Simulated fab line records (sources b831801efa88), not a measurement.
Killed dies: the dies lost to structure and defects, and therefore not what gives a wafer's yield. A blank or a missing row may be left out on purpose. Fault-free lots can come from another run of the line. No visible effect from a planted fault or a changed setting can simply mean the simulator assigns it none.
Which of the tools did it? | flow gf180mcu | Sampling: 14 lots, 42 wafers, 6 of 602 route steps

== WHAT THE GAUGES SHOWED, per wafer ==
GF_STI_BOW_MEAS_00. Usual: INCOMING_BOW gives -1 um (standard deviation 6.6).
lot  | measured    | on            | INCOMING_BOW (um) | flag
L822 | day 1 15:00 | film-metro-04 | 8 -7 -1           |
L823 | day 1 20:01 | film-metro-02 | 11 4 -9           |
L827 | day 2 16:00 | film-metro-01 | -1 7 8            |
L830 | day 3 07:04 | film-metro-02 | 2 4 7             |
L831 | day 3 12:04 | film-metro-02 | -8 -3 0           |
L834 | day 4 03:00 | film-metro-01 | 10 2 6            |
L835 | day 4 08:01 | film-metro-02 | 2 -11 2           |
L836 | day 4 13:00 | film-metro-02 | 3 13 -3           |
L837 | day 4 18:00 | film-metro-02 | 0 2 6             |
L839 | day 5 04:00 | film-metro-02 | -7 -18 -4         |
L840 | day 5 09:04 | film-metro-04 | -7 -7 5           |
L841 | day 5 14:00 | film-metro-02 | 4 -14 1           |
L842 | day 5 19:01 | film-metro-01 | 8 14 2            |
L844 | day 6 05:01 | film-metro-04 | -9 -9 -2          |

GF_NWELL_TW_MEAS_11. Usual: NWELL_TW gives 1580 (standard deviation 7.5).
lot  | measured    | on            | NWELL_TW       | flag
L822 | day 3 13:37 | film-metro-03 | 1575 1570 1576 |
L823 | day 3 18:29 | film-metro-03 | 1569 1577 1585 |
L827 | day 4 15:31 | film-metro-03 | 1582 1573 1578 |
L830 | day 5 09:30 | film-metro-04 | 30 30 30       | OFF
L831 | day 5 13:39 | film-metro-03 | 30 30 30       | OFF
L834 | day 6 07:43 | film-metro-01 | 1589 1586 1585 |
L835 | day 6 15:28 | film-metro-04 | 1581 1574 1589 |
L836 | day 6 21:04 | film-metro-01 | 1583 1594 1587 |
L837 | day 7 00:34 | film-metro-03 | 1580 1588 1587 |
L839 | day 7 13:04 | film-metro-01 | 1582 1582 1585 |
L840 | day 7 16:44 | film-metro-01 | 1582 1580 1576 |
L841 | day 7 22:22 | film-metro-01 | 1574 1576 1571 |
L842 | day 8 03:35 | film-metro-03 | 1580 1591 1583 |
L844 | day 8 15:08 | film-metro-03 | 1591 1577 1581 |

GF_V1_THK_MEAS_01. Usual: V1_CVD_00_THK gives 602 nm (standard deviation 6.9).
lot  | measured     | on            | V1_CVD_00_THK (nm) | flag
L822 | day 17 23:07 | film-metro-02 | 610 601 609        |
L823 | day 18 03:18 | film-metro-04 | 617 603 612        |
L827 | day 19 17:34 | film-metro-02 | 607 591 602        |
L830 | day 20 22:57 | film-metro-02 | 602 599 607        |
L831 | day 21 10:04 | film-metro-01 | 610 599 615        |
L834 | day 22 12:06 | film-metro-02 | 601 602 601        |
L835 | day 22 19:59 | film-metro-02 | 585 596 593        |
L836 | day 23 00:34 | film-metro-01 | 592 598 604        |
L837 | day 23 10:39 | film-metro-02 | 592 597 606        |
L839 | day 24 05:17 | film-metro-01 | 597 600 598        |
L840 | day 24 09:22 | film-metro-01 | 589 592 596        |
L841 | day 24 16:28 | film-metro-01 | 610 593 605        |
L842 | day 25 04:20 | film-metro-02 | 595 605 597        |
L844 | day 25 12:23 | film-metro-01 | 599 607 608        |

GF_M2_OVL_MEAS_15. Usual: M2_OVL gives -5 nm (standard deviation 5).
lot  | measured     | on         | M2_OVL (nm) | flag
L822 | day 20 02:05 | overlay-01 | -2 -6 -4    |
L823 | day 20 06:07 | overlay-02 | -5 -9 -10   |
L827 | day 21 19:29 | overlay-02 | -10 -15 -7  |
L830 | day 23 01:21 | overlay-02 | -1 -1 1     |
L831 | day 23 11:40 | overlay-02 | -4 -6 -4    |
L834 | day 24 11:44 | overlay-02 | -5 1 -3     |
L835 | day 24 19:36 | overlay-02 | 2 4 0       |
L836 | day 25 00:23 | overlay-02 | -11 -7 -1   |
L837 | day 25 09:56 | overlay-01 | -7 -8 -11   |
L839 | day 26 02:48 | overlay-02 | 8 8 11      |
L840 | day 26 06:16 | overlay-02 | -9 -8 -11   |
L841 | day 26 13:43 | overlay-02 | -9 -8 -13   |
L842 | day 27 00:35 | overlay-02 | -8 -10 -9   |
L844 | day 27 08:33 | overlay-02 | -4 -7 -6    |

== TOOL THAT RAN EACH LOT (tool first, then ch and the chambers of the sampled wafers, then the start) ==
lot  | GF_DNWELL_STRIP_08                  | GF_NWELL_STRIP_10
L822 | plasma-asher-04 ch 0,1, day 2 23:59 | plasma-asher-01 ch 0,1, day 3 13:31
L823 | plasma-asher-01 ch 0,1, day 3 04:32 | plasma-asher-03 ch 0,1, day 3 18:22
L827 | plasma-asher-01 ch 0,1, day 4 01:55 | plasma-asher-01 ch 0,1, day 4 15:25
L830 | plasma-asher-04 ch 0,1, day 4 18:31 | plasma-asher-03 ch 0,1, day 5 09:24
L831 | plasma-asher-02 ch 0,1, day 4 22:34 | plasma-asher-01 ch 0,1, day 5 13:33
L834 | plasma-asher-02 ch 0,1, day 5 16:26 | plasma-asher-03 ch 0,1, day 6 07:37
L835 | plasma-asher-02 ch 0, day 5 23:38   | plasma-asher-04 ch 0,1, day 6 15:22
L836 | plasma-asher-01 ch 0,1, day 6 05:10 | plasma-asher-03 ch 0,1, day 6 20:58
L837 | plasma-asher-01 ch 0,1, day 6 07:53 | plasma-asher-04 ch 0,1, day 7 00:28
L839 | plasma-asher-01 ch 0,1, day 6 20:26 | plasma-asher-03 ch 0,1, day 7 12:58
L840 | plasma-asher-02 ch 0,1, day 7 00:42 | plasma-asher-01 ch 0,1, day 7 16:38
L841 | plasma-asher-04 ch 0,1, day 7 05:47 | plasma-asher-04 ch 1, day 7 22:16
L842 | plasma-asher-02 ch 1, day 7 09:50   | plasma-asher-01 ch 0,1, day 8 03:28
L844 | plasma-asher-01 ch 0,1, day 7 21:44 | plasma-asher-03 ch 0,1, day 8 15:01
- GF_DNWELL_STRIP_08: strips in O2/N2.
- GF_NWELL_STRIP_10: strips in O2/N2.

== WHAT THE TOOLS THEMSELVES READ (means of the sampled wafers that have a number; where no wafer has one, the mark that the record gives instead) ==
GF_DNWELL_STRIP_08. Usual: chamber-pressure-mTorr 1500.0 mTorr, standard deviation 1.6; drypump-motor-current-A 5.49 A, standard deviation 0.29; heater-power-w 322 W, standard deviation 38; oes-product-au 0.722 a.u., standard deviation 0.005; strip-time-to-endpoint-s 36.95 s, standard deviation 0.1.
lot  | tool            | chamber-pressure-mTorr (mTorr) | drypump-motor-current-A (A) | heater-power-w (W) | oes-product-au (a.u.) | strip-time-to-endpoint-s (s) | flag
L822 | plasma-asher-04 | 1499.9                         | 5.24                        | 304                | 0.723                 | 36.96                        |
L823 | plasma-asher-01 | 1501.0                         | 5.81                        | 377                | 0.726                 | 36.96                        |
L827 | plasma-asher-01 | 1500.7                         | 5.80                        | 373                | 0.721                 | 37.00                        |
L830 | plasma-asher-04 | -                              | -                           | -                  | -                     | -                            | OFF
L831 | plasma-asher-02 | -                              | -                           | -                  | -                     | -                            | OFF
L834 | plasma-asher-02 | 1497.2                         | 5.52                        | 289                | 0.722                 | 37.04                        |
L835 | plasma-asher-02 | 1498.6                         | 5.51                        | 281                | 0.726                 | 37.01                        |
L836 | plasma-asher-01 | 1499.6                         | 5.81                        | 377                | 0.722                 | 36.94                        |
L837 | plasma-asher-01 | 1499.6                         | 5.64                        | 380                | 0.721                 | 36.76                        |
L839 | plasma-asher-01 | 1500.7                         | 5.80                        | 373                | 0.728                 | 36.94                        |
L840 | plasma-asher-02 | 1498.1                         | 5.56                        | 295                | 0.714                 | 36.78                        |
L841 | plasma-asher-04 | 1501.1                         | 5.05                        | 310                | 0.722                 | 37.02                        |
L842 | plasma-asher-02 | 1500.4                         | 5.52                        | 301                | 0.725                 | 36.88                        |
L844 | plasma-asher-01 | 1499.8                         | 5.65                        | 379                | 0.723                 | 36.94                        |

GF_NWELL_STRIP_10. Usual: chamber-pressure-mTorr 1500.0 mTorr, standard deviation 1.4; drypump-motor-current-A 5.8 A, standard deviation 0.48; heater-power-w 357 W, standard deviation 31; oes-product-au 0.722 a.u., standard deviation 0.0046; strip-time-to-endpoint-s 36.96 s, standard deviation 0.082.
lot  | tool            | chamber-pressure-mTorr (mTorr) | drypump-motor-current-A (A) | heater-power-w (W) | oes-product-au (a.u.) | strip-time-to-endpoint-s (s) | flag
L822 | plasma-asher-01 | 1498.4                         | 5.6                         | 370                | 0.722                 | 37.07                        |
L823 | plasma-asher-03 | 1499.3                         | 6.4                         | 370                | 0.723                 | 37.00                        |
L827 | plasma-asher-01 | 1499.9                         | 5.7                         | 370                | 0.720                 | 36.91                        |
L830 | plasma-asher-03 | 1500.0                         | 6.4                         | 367                | 0.739                 | 81.14                        | OFF
L831 | plasma-asher-01 | 1500.2                         | 5.8                         | 375                | 0.740                 | 81.04                        | OFF
L834 | plasma-asher-03 | 1500.6                         | 6.4                         | 366                | 0.728                 | 36.98                        |
L835 | plasma-asher-04 | 1499.9                         | 5.2                         | 299                | 0.721                 | 36.91                        |
L836 | plasma-asher-03 | 1500.4                         | 6.4                         | 371                | 0.717                 | 36.99                        |
L837 | plasma-asher-04 | 1501.0                         | 5.2                         | 301                | 0.728                 | 37.03                        |
L839 | plasma-asher-03 | 1501.3                         | 6.4                         | 342                | 0.720                 | 37.00                        |
L840 | plasma-asher-01 | 1500.5                         | 5.8                         | 366                | 0.720                 | 36.95                        |
L841 | plasma-asher-04 | 1499.0                         | 4.9                         | 326                | 0.722                 | 36.89                        |
L842 | plasma-asher-01 | 1501.3                         | 5.7                         | 378                | 0.721                 | 37.12                        |
L844 | plasma-asher-03 | 1499.2                         | 6.4                         | 349                | 0.724                 | 36.91                        |

== THE ANSWER, worked out from the rows above alone ==
Rule: a lot is off if the mean of its wafers that have a number lies more than 3 standard deviations from the usual mean. A lot without any number at a reading at which 4 lots or more have one is off too. Where the step has rows for the other lots, those lots are counted as sound. First the gauges in route order, then the tools' own readings, where a lot's mean is used as printed above. The first step at which some lot is off is used, and at that step the reading that is off furthest; a lot without a number counts as furthest.
Off: L830, L831, seen at GF_NWELL_TW_MEAS_11 (NWELL_TW).
A tool fits if, at a process step before that reading, it ran every lot that is off, and no sound lot after the first of them. The gauges at GF_NWELL_TW_MEAS_11 aren't tried: what is off there is off at GF_DNWELL_STRIP_08 too, on other tools, and a gauge's error can't cause that. None of those tried fits.

== WHAT THE SIMULATOR PUT IN ==
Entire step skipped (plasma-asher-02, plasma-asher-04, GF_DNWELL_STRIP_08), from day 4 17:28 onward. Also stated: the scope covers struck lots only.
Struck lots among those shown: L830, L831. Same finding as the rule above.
